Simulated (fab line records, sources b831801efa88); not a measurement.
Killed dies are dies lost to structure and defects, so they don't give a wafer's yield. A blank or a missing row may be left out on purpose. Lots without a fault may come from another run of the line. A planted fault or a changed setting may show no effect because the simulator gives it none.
Which tool did it? | flow gf180mcu | 6 lots, 17 wafers sampled, at 2 steps of a route of 602

WHAT THE GAUGES READ, wafer by wafer
GF_PSD_RS_MEAS_14: measures by four-point-probe.
lot  | measured     | on            | NSD_RS (ohm/sq)
L621 | day 14 13:35 | film_metro-01 | 46.24 46.25 46.17
L627 | day 16 11:10 | film_metro-04 | 46.39 41.67
L635 | day 19 08:32 | film_metro-02 | 46.02 46.14 46.12
L637 | day 20 12:04 | film_metro-04 | 46.08 46.11 46.26
L640 | day 21 06:07 | film_metro-04 | 46.09 46.19 46.14
L642 | day 22 09:19 | film_metro-01 | 46.27 46.23 46.22

WHICH TOOL RAN EACH LOT (tool, then ch and the chambers of the sampled wafers, then the start)
lot  | GF_PSD_RTA_13
L621 | rtp_anneal-02 ch 0, day 14 13:29
L627 | rtp_anneal-02 ch 0, day 16 11:05
L635 | rtp_anneal-01 ch 0, day 19 08:27
L637 | rtp_anneal-02 ch 0, day 20 11:59
L640 | rtp_anneal-02 ch 0, day 21 06:01
L642 | rtp_anneal-01 ch 0, day 22 09:13
- GF_PSD_RTA_13: time 20 s.

THE ANSWER, worked out from the rows above alone
Rule: what is usual is taken from the lots themselves. Put in order of their means at a reading, lots are off if they are a third of the lots or fewer, leave a main group of 4 or more, and stand apart from it by a gap of 3 or more times the standard deviation of the main group's means; of several such gaps the widest counts. A main group whose means are all the same, to the digits that the tables above print for the reading, isn't used. A lot without any number at a reading at which 4 lots or more have one is off too. The other lots that the step has rows for count as sound.
Off: L627, at GF_PSD_RS_MEAS_14 (NSD_RS). The main group: mean 46.17 ohm/sq, standard deviation 0.054.
A tool fits if, at a process step before that reading, it ran every lot that is off, and no sound lot after the first of them. The gauges at GF_PSD_RS_MEAS_14 are tried like those tools. None of those tried fits.

WHAT THE SIMULATOR HAD PUT IN
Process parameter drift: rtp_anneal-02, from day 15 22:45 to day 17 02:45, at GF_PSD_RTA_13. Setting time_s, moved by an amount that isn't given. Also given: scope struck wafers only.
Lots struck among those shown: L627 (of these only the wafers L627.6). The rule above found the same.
